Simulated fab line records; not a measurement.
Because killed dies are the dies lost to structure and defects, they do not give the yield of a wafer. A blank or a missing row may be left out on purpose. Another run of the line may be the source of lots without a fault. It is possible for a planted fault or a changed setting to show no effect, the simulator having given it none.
fab line records	flow sky130
record lots=5	wafers=15	lastDay=50
route steps=708 shown LI_CONTACT@365 LOCAL_INTERCONNECT@387 CONTACT@406 PAD_OPEN@708
lots that met no fault: from a run of the same line without faults
startH: the number of hours between the record's first day and the start of the first shown wafer of the lot	waitH: hours since the lot's step before	" repeats the value in the row above	L1.1+2: several wafers, shown together as one row	- value missing, or start not given	* or withheld: withheld	< > ~ a bound
route shown NAME@n: a module of which the file shows steps, and the number in the route of the first	usual: mean/standard deviation taken from wafers without a fault	same: alike in all rows	chamber/n: place in a boat	sites: per-site readings	_std_site: standard deviation across them	_edge_site: inner sites' mean taken away from outer sites' mean	radiusMm: for every site, how far away it sits from the centre of the wafer	mask NAME#n: copy n	behind: the last tool/chamber to shape the wafer	hold: reason for holding the lot/hours on hold/outcome of the hold	device: whichever transistor did not switch (one of n, p or np)	end of line: the same wafers' tests at the end of the route	a step given without rows: its recipe and nothing more	killed: dies lost to structure and defects at the first sort, not the wafer's yield	map: dies across one wafer; x = killed, . = not, _ = none there
set.NAME: setting as actually run; set.NAME@STEP: the setting as run at that earlier step	model.NAME: the simulator's own value behind a step, which no gauge read
a table for each step, a row for each wafer; lots at some steps of the route
services: from which hour (startH, from the record's first day; less than 0 if before it) a tool's chamber was out of use, for how many hours, and why
## steps
# step SKY_LI_CONTACT_BOW_MEAS_03
# recipe mode=bow
# usual LI_CONTACT_BOW=55/6.9
lot.wafer	tool	chamber	startH	waitH	LI_CONTACT_BOW[um]
L613.1	filmMetro-04	-	710.52	0.2	67
L613.4	"	-	"	"	58
L613.5	"	-	"	"	55
L618.1	filmMetro-03	-	760.04	0.2	48
L618.2	"	-	"	"	57
L618.3	"	-	"	"	50
L624.1	filmMetro-01	-	798.09	0.1	69
L624.3	"	-	"	"	64
L624.6	"	-	"	"	59
L627.3	filmMetro-03	-	815.46	0.3	65
L627.4	"	-	"	"	43
L627.6	"	-	"	"	54
L629.2	filmMetro-03	-	825.25	0.1	46
L629.3	"	-	"	"	54
L629.5	"	-	"	"	52
# step SKY_LI_CONTACT_DEHYDRATE_04
# recipe tempC=200	timeS=60
# step SKY_LI_CONTACT_HMDS_05
# recipe primeTimeS=60	primeTempC=120
# step SKY_LI_CONTACT_COAT_06
# recipe resist=BARC	tempC=withheld	timeS=withheld	spinRpm=3000	resistThkNm=60
# step SKY_LI_CONTACT_COAT_07
# recipe resist=KrF-thick	spinRpm=3000	resistThkNm=450
# step SKY_LI_CONTACT_SOFTBAKE_08
# recipe tempC=100	timeS=90	resist=KrF-thick
# step SKY_LI_CONTACT_EXPOSE_09
# recipe maskId=LICM1	na=0.8	sourceShape=annular	sigmaInner=0.55	sigmaOuter=0.85	targetCdNm=170	doseMj=37.39
# step SKY_LI_CONTACT_PEB_10
# recipe pebTempC=withheld	pebTimeS=withheld	resist=KrF-thick
# step SKY_LI_CONTACT_DEVELOP_11
# recipe developTimeS=60	resist=KrF-thick	devTempC=21
# step SKY_LI_CONTACT_CD_MEAS_12
# recipe targetCdNm=170
# usual cdNm=170.3/1.3
lot.wafer	tool	chamber	startH	waitH	cdNm
L613.1	cdSem-01	-	738.06	-	171.0
L613.4	"	-	"	"	171.0
L613.5	"	-	"	"	169.4
L618.1	cdSem-02	-	786.29	-	171.0
L618.2	"	-	"	"	170.4
L618.3	"	-	"	"	171.2
L624.1	cdSem-01	-	824.49	-	170.2
L624.3	"	-	"	"	171.4
L624.6	"	-	"	"	171.4
L627.3	cdSem-02	-	842.53	-	169.4
L627.4	"	-	"	"	169.2
L627.6	"	-	"	"	170.2
L629.2	cdSem-01	-	851.92	-	171.1
L629.3	"	-	"	"	172.4
L629.5	"	-	"	"	170.5
# step SKY_LI_CONTACT_OVL_MEAS_13
# usual LI_CONTACT_OVL=0/6.1
lot.wafer	tool	chamber	startH	waitH	LI_CONTACT_OVL[nm]
L613.1	overlay-02	-	738.18	0.1	1
L613.4	"	-	"	"	0
L613.5	"	-	"	"	-5
L618.1	overlay-01	-	786.41	0.1	-9
L618.2	"	-	"	"	-2
L618.3	"	-	"	"	-8
L624.1	overlay-02	-	824.61	0.1	1
L624.3	"	-	"	"	1
L624.6	"	-	"	"	2
L627.3	overlay-01	-	842.63	0.1	-8
L627.4	"	-	"	"	1
L627.6	"	-	"	"	1
L629.2	overlay-02	-	852.02	0.1	-2
L629.3	"	-	"	"	-1
L629.5	"	-	"	"	-3
# step SKY_LI_CONTACT_ETCH_14
# recipe chemistry=N2/H2	target=BARC	ionEnergyEv=200	sourceW=500	biasW=100	pressureMtorr=30	n2FlowSccm=100	h2FlowSccm=200	stopOn=SiO2	timeS=45.9	targetDepthA=600
# usual biasW=99.99/0.26	drypumpMotorCurrentA=5.6/0.52	oesProductAu=0.855/0.0047	throttleValvePct=13.225/0.0097
# same timeS=45.9
lot.wafer	tool	chamber	startH	waitH	biasW	drypumpMotorCurrentA	oesProductAu	rfHoursCounterH	throttleValvePct
L613.1	rieDiel-04	2	738.22	0.0	100.42	5.7	0.856	1	13.219
L613.4	"	3	"	"	99.82	4.8	0.860	6	13.219
L613.5	"	0	"	"	99.96	5.4	0.851	-	13.228
L618.1	rieDiel-02	1	786.45	0.0	99.96	6.3	0.860	0	13.226
L618.2	"	3	"	"	100.18	5.4	0.850	25	13.226
L618.3	"	2	"	"	99.95	5.8	0.854	13	13.223
L624.1	rieDiel-04	1	824.65	0.0	100.05	5.0	0.864	18	13.229
L624.3	"	0	"	"	100.08	5.5	0.853	4	13.218
L624.6	"	1	"	"	100.23	5.0	0.854	-	13.209
L627.3	rieDiel-02	0	842.65	0.0	100.01	5.7	0.854	18	13.220
L627.4	"	0	"	"	99.75	5.7	0.854	-	13.234
L627.6	"	1	"	"	99.48	6.4	0.853	-	13.213
L629.2	rieDiel-02	1	852.05	0.0	99.72	6.4	0.854	2	13.229
L629.3	"	0	"	"	99.53	5.7	0.856	18	13.208
L629.5	"	1	"	"	100.25	6.4	0.858	-	13.229
# step SKY_LI_CONTACT_ETCH_15
# recipe target=PSG	chemistry=C4F8/O2/Ar	stopOn=Si	taperDeg=4.15	maskMaterial=KrF-thick	sourceW=1500	biasW=1200	pressureMtorr=40	c4f8FlowSccm=withheld	O2_flow_sccm=6	Ar_flow_sccm=300	timeS=withheld	targetDepthA=6000
# usual biasW=1200/3.7	oesProductAu=0.837/0.0047
lot.wafer	tool	chamber	startH	waitH	biasW	oesProductAu
L613.1	rieDiel-04	2	738.26	0.0	1200	0.841
L613.4	"	3	"	"	1195	0.842
L613.5	"	0	"	"	1199	0.836
L618.1	rieDiel-02	1	786.49	0.0	1198	0.838
L618.2	"	3	"	"	1201	0.849
L618.3	"	2	"	"	1198	0.842
L624.1	rieDiel-04	1	824.69	0.0	1194	0.838
L624.3	"	0	"	"	1202	0.837
L624.6	"	1	"	"	1196	0.839
L627.3	rieDiel-02	0	842.69	0.0	1195	0.844
L627.4	"	0	"	"	1196	0.840
L627.6	"	1	"	"	1200	0.840
L629.2	rieDiel-02	1	852.09	0.0	1201	0.832
L629.3	"	0	"	"	1201	0.829
L629.5	"	1	"	"	1196	0.839
# step SKY_LI_CONTACT_STRIP_16
# recipe chemistry=O2/N2	powerW=1400	pressureMtorr=1500	platenTempC=withheld	o2FlowSccm=3000	n2FlowSccm=300	overashFraction=0.5
# step SKY_LI_CONTACT_CLEAN_17
# recipe chemistry=NMP	timeS=600	tempC=60	dry=n2Spin
# step SKY_LI_CONTACT_PRE_CLEAN_18
# recipe gas=Ar	timeS=5.6	biasV=358
# step SKY_LI_CONTACT_SPUTTER_19
# recipe material=Ti	targetThkNm=20	chamberPressurePa=5	powerW=2500	substrateTempC=200	timeS=106.37
# step SKY_LI_CONTACT_SPUTTER_20
# recipe material=TiN	targetThkNm=20	chamberPressurePa=5	powerW=4000	timeS=80
# usual throttleValvePct=30.1/0.93
# same timeS=80
lot.wafer	tool	chamber	startH	waitH	throttleValvePct
L613.1	pvdSputter-01	-	738.91	0.0	30.4
L613.4	"	-	"	"	31.3
L613.5	"	-	"	"	31.2
L618.1	pvdSputter-03	-	786.96	0.0	30.9
L618.2	"	-	"	"	29.8
L618.3	"	-	"	"	29.5
L624.1	pvdSputter-01	-	825.15	0.0	29.4
L624.3	"	-	"	"	31.4
L624.6	"	-	"	"	30.6
L627.3	pvdSputter-03	-	843.15	0.0	29.5
L627.4	"	-	"	"	29.9
L627.6	"	-	"	"	29.7
L629.2	pvdSputter-02	-	852.55	0.0	28.4
L629.3	"	-	"	"	29.4
L629.5	"	-	"	"	28.4
# step SKY_LI_CONTACT_CVD_21
# recipe material=W	targetThkNm=400	timeS=120.56	tempC=400	pressureTorr=40
# step SKY_LI_CONTACT_RS_MEAS_22
# recipe thkMeasGauge=four-point-probe	reads=W_of_LI_CONTACT_CVD_21+TiN_of_LI_CONTACT_SPUTTER_20+Ti_of_LI_CONTACT_SPUTTER_19
# usual LI_CONTACT_W_RS=0.2846/0.003
lot.wafer	tool	chamber	startH	waitH	LI_CONTACT_W_RS[ohm/sq]
L613.1	filmMetro-03	-	739.10	0.1	0.2786
L613.4	"	-	"	"	0.2804
L613.5	"	-	"	"	0.2834
L618.1	filmMetro-01	-	787.15	0.1	0.2845
L618.2	"	-	"	"	0.2863
L618.3	"	-	"	"	0.2834
L624.1	filmMetro-01	-	825.34	0.1	0.2872
L624.3	"	-	"	"	0.2837
L624.6	"	-	"	"	0.2814
L627.3	filmMetro-01	-	843.38	0.1	0.2830
L627.4	"	-	"	"	0.2896
L627.6	"	-	"	"	0.2886
L629.2	filmMetro-04	-	852.76	0.1	0.2861
L629.3	"	-	"	"	0.2877
L629.5	"	-	"	"	0.2899
# step SKY_LI_CONTACT_THK_MEAS_23
# recipe thkMeasGauge=xrf	reads=W_of_LI_CONTACT_CVD_21
# usual LI_CONTACT_W_THK=376/5.4
lot.wafer	tool	chamber	startH	waitH	LI_CONTACT_W_THK[nm]
L613.1	filmMetro-03	-	739.22	0.1	388
L613.4	"	-	"	"	387
L613.5	"	-	"	"	383
L618.1	filmMetro-01	-	787.27	0.1	371
L618.2	"	-	"	"	368
L618.3	"	-	"	"	377
L624.1	filmMetro-01	-	825.46	0.1	371
L624.3	"	-	"	"	372
L624.6	"	-	"	"	377
L627.3	filmMetro-01	-	843.48	0.1	370
L627.4	"	-	"	"	363
L627.6	"	-	"	"	365
L629.2	filmMetro-04	-	852.87	0.1	380
L629.3	"	-	"	"	378
L629.5	"	-	"	"	373
# step SKY_LI_CONTACT_CMP_24
# recipe stopOn=PSG	tOverpolishS=20	downForcePsi=3.5	platenRpm=60	targetThkNm=0	padVelocityMS=0.94248
# step SKY_LOCAL_INTERCONNECT_SPUTTER_00
# recipe material=TiN	targetThkNm=100	tempC=300	powerW=6500	timeS=83.3	chamberPressurePa=0.4
# step SKY_LOCAL_INTERCONNECT_RS_MEAS_01
# recipe thkMeasGauge=four-point-probe	reads=TiN_of_LOCAL_INTERCONNECT_SPUTTER_00
# usual LOCAL_INTERCONNECT_TIN_RS=14.15/0.18
lot.wafer	tool	chamber	startH	waitH	LOCAL_INTERCONNECT_TIN_RS[ohm/sq]
L613.1	filmMetro-01	-	739.80	0.0	14.35
L613.4	"	-	"	"	14.20
L613.5	"	-	"	"	14.30
L618.1	filmMetro-01	-	787.69	0.0	14.04
L618.2	"	-	"	"	13.86
L618.3	"	-	"	"	13.79
L624.1	filmMetro-03	-	825.89	0.0	14.52
L624.3	"	-	"	"	14.39
L624.6	"	-	"	"	14.51
L627.3	filmMetro-02	-	843.92	0.1	14.37
L627.4	"	-	"	"	14.24
L627.6	"	-	"	"	14.16
L629.2	filmMetro-03	-	853.30	0.1	14.31
L629.3	"	-	"	"	14.11
L629.5	"	-	"	"	14.19
# step SKY_LOCAL_INTERCONNECT_THK_MEAS_02
# recipe thkMeasGauge=xrf	reads=TiN_of_LOCAL_INTERCONNECT_SPUTTER_00
# usual LOCAL_INTERCONNECT_TIN_THK=99.2/1.4
lot.wafer	tool	chamber	startH	waitH	LOCAL_INTERCONNECT_TIN_THK[nm]
L613.1	filmMetro-01	-	739.92	0.1	97.6
L613.4	"	-	"	"	98.9
L613.5	"	-	"	"	98.0
L618.1	filmMetro-01	-	787.81	0.1	99.2
L618.2	"	-	"	"	100.5
L618.3	"	-	"	"	101.1
L624.1	filmMetro-03	-	826.01	0.1	95.8
L624.3	"	-	"	"	97.1
L624.6	"	-	"	"	96.0
L627.3	filmMetro-02	-	844.02	0.1	98.7
L627.4	"	-	"	"	99.4
L627.6	"	-	"	"	100.1
L629.2	filmMetro-03	-	853.41	0.1	98.0
L629.3	"	-	"	"	98.9
L629.5	"	-	"	"	98.8
# step SKY_LOCAL_INTERCONNECT_DEHYDRATE_03
# recipe tempC=200	timeS=60
# step SKY_LOCAL_INTERCONNECT_HMDS_04
# recipe primeTimeS=60	primeTempC=120
# step SKY_LOCAL_INTERCONNECT_COAT_05
# recipe resist=BARC	tempC=withheld	timeS=withheld	spinRpm=3000	resistThkNm=60
# step SKY_LOCAL_INTERCONNECT_COAT_06
# recipe resist=KrF-thick	spinRpm=3000	resistThkNm=450
# step SKY_LOCAL_INTERCONNECT_SOFTBAKE_07
# recipe tempC=100	timeS=90	resist=KrF-thick
# step SKY_LOCAL_INTERCONNECT_EXPOSE_08
# recipe maskId=LI1M	na=0.8	sourceShape=annular	sigmaInner=0.55	sigmaOuter=0.85	targetCdNm=170	doseMj=28
# step SKY_LOCAL_INTERCONNECT_PEB_09
# recipe pebTempC=withheld	pebTimeS=withheld	resist=KrF-thick
# step SKY_LOCAL_INTERCONNECT_DEVELOP_10
# recipe developTimeS=60	resist=KrF-thick	devTempC=21
# step SKY_LOCAL_INTERCONNECT_CD_MEAS_11
# recipe targetCdNm=170
# usual cdNm=170.1/1.3
lot.wafer	tool	chamber	startH	waitH	cdNm
L613.1	cdSem-01	-	766.54	-	167.6
L613.4	"	-	"	"	168.0
L613.5	"	-	"	"	168.8
L618.1	cdSem-01	-	813.69	-	170.0
L618.2	"	-	"	"	168.8
L618.3	"	-	"	"	169.9
L624.1	cdSem-02	-	852.32	-	168.4
L624.3	"	-	"	"	169.6
L624.6	"	-	"	"	169.2
L627.3	cdSem-02	-	869.71	-	169.6
L627.4	"	-	"	"	169.4
L627.6	"	-	"	"	169.8
L629.2	cdSem-01	-	879.39	-	170.0
L629.3	"	-	"	"	171.6
L629.5	"	-	"	"	169.3
# step SKY_LOCAL_INTERCONNECT_OVL_MEAS_12
# usual LOCAL_INTERCONNECT_OVL=1/4.8
lot.wafer	tool	chamber	startH	waitH	LOCAL_INTERCONNECT_OVL[nm]
L613.1	overlay-02	-	766.66	0.1	12
L613.4	"	-	"	"	3
L613.5	"	-	"	"	5
L618.1	overlay-02	-	813.81	0.1	-5
L618.2	"	-	"	"	1
L618.3	"	-	"	"	3
L624.1	overlay-01	-	852.44	0.1	0
L624.3	"	-	"	"	-3
L624.6	"	-	"	"	2
L627.3	overlay-01	-	869.81	0.1	-8
L627.4	"	-	"	"	4
L627.6	"	-	"	"	3
L629.2	overlay-01	-	879.50	0.1	-3
L629.3	"	-	"	"	-4
L629.5	"	-	"	"	-1
# step SKY_LOCAL_INTERCONNECT_ETCH_13
# recipe chemistry=N2/H2	target=BARC	ionEnergyEv=200	biasW=100	pressureMtorr=30	n2FlowSccm=100	h2FlowSccm=200	icpW=500	stopOn=SiO2	timeS=45.9	targetDepthA=600
# usual biasW=100.1/0.31	drypumpMotorCurrentA=5.5/0.37	oesProductAu=0.854/0.0048	throttleValvePct=13.224/0.0085
# same timeS=45.9
lot.wafer	tool	chamber	startH	waitH	biasW	drypumpMotorCurrentA	oesProductAu	rfHoursCounterH	throttleValvePct
L613.1	rieMetal-02	0	766.70	0.0	100.1	5.5	0.845	8	13.226
L613.4	"	1	"	"	99.7	4.8	0.853	-	13.227
L613.5	"	0	"	"	100.3	5.5	0.858	-	13.234
L618.1	rieMetal-02	1	813.85	0.0	99.8	4.8	0.849	15	13.208
L618.2	"	0	"	"	99.9	5.6	0.848	10	13.232
L618.3	"	0	"	"	100.1	5.6	0.868	-	13.209
L624.1	rieMetal-01	1	852.48	0.0	99.9	6.0	0.860	3	13.219
L624.3	"	0	"	"	100.5	5.2	0.853	-	13.212
L624.6	"	0	"	"	100.2	5.2	0.855	-	13.208
L627.3	rieMetal-01	1	869.85	0.0	100.3	6.0	0.850	-	13.220
L627.4	"	0	"	"	99.8	5.1	0.850	-	13.221
L627.6	"	1	"	"	99.8	6.0	0.856	-	13.222
L629.2	rieMetal-02	0	879.53	0.0	100.5	5.5	0.851	13	13.235
L629.3	"	0	"	"	100.5	5.6	0.856	-	13.237
L629.5	"	1	"	"	99.9	4.8	0.849	-	13.209
# step SKY_LOCAL_INTERCONNECT_METAL_ETCH_14
# recipe targetDepthNm=110	stopOn=PSG	chemistry=Cl2/BCl3	target=TiN	resistSidewallDeg=88	pressureMtorr=10	icpW=900	biasW=48.5	Cl2_flow_sccm=60	bcl3FlowSccm=30	timeS=32.43
# usual drypumpMotorCurrentA=5.5/0.37	oesProductAu=0.932/0.0084	throttleValvePct=21.906/0.012
# same timeS=32.43
lot.wafer	tool	chamber	startH	waitH	drypumpMotorCurrentA	oesProductAu	rfHoursCounterH	throttleValvePct
L613.1	rieMetal-02	0	766.76	0.0	5.6	0.926	8	21.911
L613.4	"	1	"	"	4.8	0.921	-	21.893
L613.5	"	0	"	"	5.5	0.925	-	21.917
L618.1	rieMetal-02	1	813.91	0.0	4.8	0.938	15	21.900
L618.2	"	0	"	"	5.5	0.951	10	21.886
L618.3	"	0	"	"	5.5	0.941	-	21.886
L624.1	rieMetal-01	1	852.54	0.0	6.0	0.912	3	21.933
L624.3	"	0	"	"	5.1	0.929	-	21.906
L624.6	"	0	"	"	5.1	0.915	-	21.907
L627.3	rieMetal-01	1	869.91	0.0	6.0	0.923	-	21.911
L627.4	"	0	"	"	5.1	0.934	-	21.908
L627.6	"	1	"	"	6.0	0.923	-	21.923
L629.2	rieMetal-02	0	879.59	0.0	5.6	0.926	13	21.922
L629.3	"	0	"	"	5.6	0.936	-	21.895
L629.5	"	1	"	"	4.8	0.928	-	21.897
# step SKY_LOCAL_INTERCONNECT_STRIP_15
# recipe chemistry=O2/N2	powerW=1400	pressureMtorr=1500	platenTempC=withheld	o2FlowSccm=3000	n2FlowSccm=300	overashFraction=0.5
# usual drypumpMotorCurrentA=5.45/0.23	oesProductAu=0.426/0.0045	stripTimeToEndpointS=4.702/0.018
lot.wafer	tool	chamber	startH	waitH	drypumpMotorCurrentA	oesProductAu	rfHoursCounterH	stripTimeToEndpointS
L613.1	plasmaAsher-03	1	766.81	0.0	5.13	0.430	64	4.732
L613.4	"	1	"	"	5.16	0.428	-	4.725
L613.5	"	1	"	"	5.13	0.419	-	4.746
L618.1	plasmaAsher-02	1	813.97	0.0	5.49	0.422	6	4.692
L618.2	"	0	"	"	5.63	0.429	6	4.717
L618.3	"	1	"	"	5.50	0.425	-	4.720
L624.1	plasmaAsher-02	0	852.59	0.0	5.64	0.427	10	4.679
L624.3	"	0	"	"	5.65	0.424	-	4.687
L624.6	"	0	"	"	5.66	0.415	-	4.695
L627.3	plasmaAsher-04	1	869.98	0.1	5.77	0.425	-	4.715
L627.4	"	0	"	"	5.80	0.418	-	4.689
L627.6	"	1	"	"	5.74	0.423	-	4.666
L629.2	plasmaAsher-02	1	879.65	0.0	5.52	0.427	13	4.703
L629.3	"	1	"	"	5.52	0.420	-	4.699
L629.5	"	1	"	"	5.50	0.421	-	4.688
# step SKY_LOCAL_INTERCONNECT_STRIP_16
# recipe chemistry=postEtchResidueRemover	timeS=1200	tempC=72.5
# step SKY_LOCAL_INTERCONNECT_CLEAN_17
# recipe chemistry=IPA	timeS=180	tempC=25
# step SKY_LOCAL_INTERCONNECT_CLEAN_18
# recipe chemistry=O3/DIW	dry=n2Spin
# step SKY_CONTACT_CVD_00
# recipe material=Si3N4	targetThkNm=75	tempC=400	timeS=withheld	rfW=450
# step SKY_PAD_OPEN_PROBE_99
# usual killed_at_M0_to_M3=43/7.6	killed_at_M4_up=2.9/1.9	killedAtContacts=24/5	killedAtFrontEnd=15/4.3	killedAtOther=0.3/0.54	killedDies=85/10	killedOpen=47/7	killedShort=38/6.4
# same grossDies=492	killedAtBackSide=0
lot.wafer	tool	chamber	startH	waitH	killed_at_M0_to_M3	killed_at_M4_up	killedAtContacts	killedAtFrontEnd	killedAtOther	killedDies	killedOpen	killedShort
L618.1	prober-02	-	1154.79	0.1	26	2	22	16	0	66	37	29
L624.3	prober-02	-	1180.79	0.2	36	4	51	14	0	105	47	30
# killed by level:class
L618.1 CONTACT:geometricParticle:short=10 VIA1:geometricParticle:open=10 CONTACT:geometricParticle:open=9 FIELD_ISO:geometricParticle:short=5 FIELD_ISO:geometricParticle:open=4 VIA2:geometricParticle:open=4 VIA3:geometricParticle:open=4 VIA1:geometricParticle:short=3
L624.3 LI_CONTACT:unspecified=28 CONTACT:geometricParticle:open=12 VIA1:geometricParticle:open=7 LI_CONTACT:geometricParticle:open=6 METAL1:geometricParticle:short=6 VIA2:geometricParticle:open=5 VIA3:geometricParticle:open=5 VIA3:geometricParticle:short=4
# map L624.3 (x killed, . not)
__________..x....x.._________
________x....x........_______
______x.x...........x.x._____
_____...........x........____
____...x...........x...x..___
___.....x....x.x......x....__
__.....x.x..........x.x....._
_............x.x....x........
_x..................xxx..x.x.
_....x.xx.x........x....x....
_........x............x.....x
_............x.........x.....
_........x.......x.x.x....x..
_xx......xx.x....x.xx....x...
_...x...x......x.x...x.......
__..x.......x..........x.x.x_
___x.x...x.x...xx.....x....__
____.x.....x..x..x........___
_____....xx..xx.xx.......____
______.....xxxxxxx......_____
________.xxxxxxxx..x.._______
__________xxxxxxx.x._________
# map L613.1 (x killed, . not)
__________.........._________
________...xxx........_______
______.....x....x......x_____
_____.x......x.x.......x.____
____x...............x.....___
___xx.xx...x.x....x...x..x.__
__..............x..x.....x.._
_.....x...x........x..x......
_.....x.x.xx......xx.........
_....x........xx.....x.....x.
_.................x...x..xx.x
_.x.........x............x.x.
_........x..x...xxx.....x....
_.........x..................
_..x.x..x......x.............
__........x.xxx..x.........._
___............x.x.x....x.x__
____x........x...x......x.___
_____...x......xxx..x...x____
______....x............._____
________x.xx.xx..x..x._______
__________....x..x.._________
## services
tool	chamber	startH	hours	kind
pvdSputter-03	-	717.26	1.2	repair
rieMetal-02	1	718.01	2.9	repair
rieDiel-02	0	724.90	11.1	repair
plasmaAsher-02	-	733.80	9.0	pm
pvdSputter-01	-	735.11	1.0	repair
rieDiel-02	1	735.98	-	clean
rieDiel-02	1	735.98	18.7	scheduledDown
rieDiel-02	1	735.98	18.7	ventCycle
plasmaAsher-02	-	751.26	4.6	repair
pvdSputter-03	-	754.44	1.2	repair
rieMetal-01	1	763.83	3.2	repair
pvdSputter-03	-	776.90	1.8	repair
pvdSputter-01	-	782.14	0.5	repair
rieMetal-01	-	784.51	2.8	pm
rieDiel-04	0	785.23	7.2	repair
pvdSputter-02	-	790.80	6.8	repair
plasmaAsher-02	-	831.02	2.7	repair
rieMetal-02	1	834.70	-	clean
rieMetal-02	1	834.70	12.6	scheduledDown
rieMetal-02	1	834.70	12.6	ventCycle
rieDiel-02	3	839.64	-	clean
rieDiel-02	3	839.64	21.7	scheduledDown
rieDiel-02	3	839.64	21.7	ventCycle
rieDiel-04	1	857.28	132.0	repair
## key
firstSign step=SKY_PAD_OPEN_PROBE_99	reading=killedAtContacts	direction=up	sigmas=5.4	usual=24	struck=51
effect none on later readings
metAt SKY_LI_CONTACT_ETCH_15
struckWafers L624.3
testerLeftOut L624
onsetBetween 738.26 824.69
fault kind=chamberParticleSource	tool=rieDiel-04	chamber=0	onsetH=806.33	steps=SKY_LI_CONTACT_ETCH_15	ratePerVisitCm2=0.4291	endH=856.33
# testerLeftOut: of these lots the tester's yield and bins aren't shown, on N5 and GAA mostly nor the transistor test; their killed dies are dies lost to structure and defects alone, not to doping, threshold or leakage, so they don't give the yield
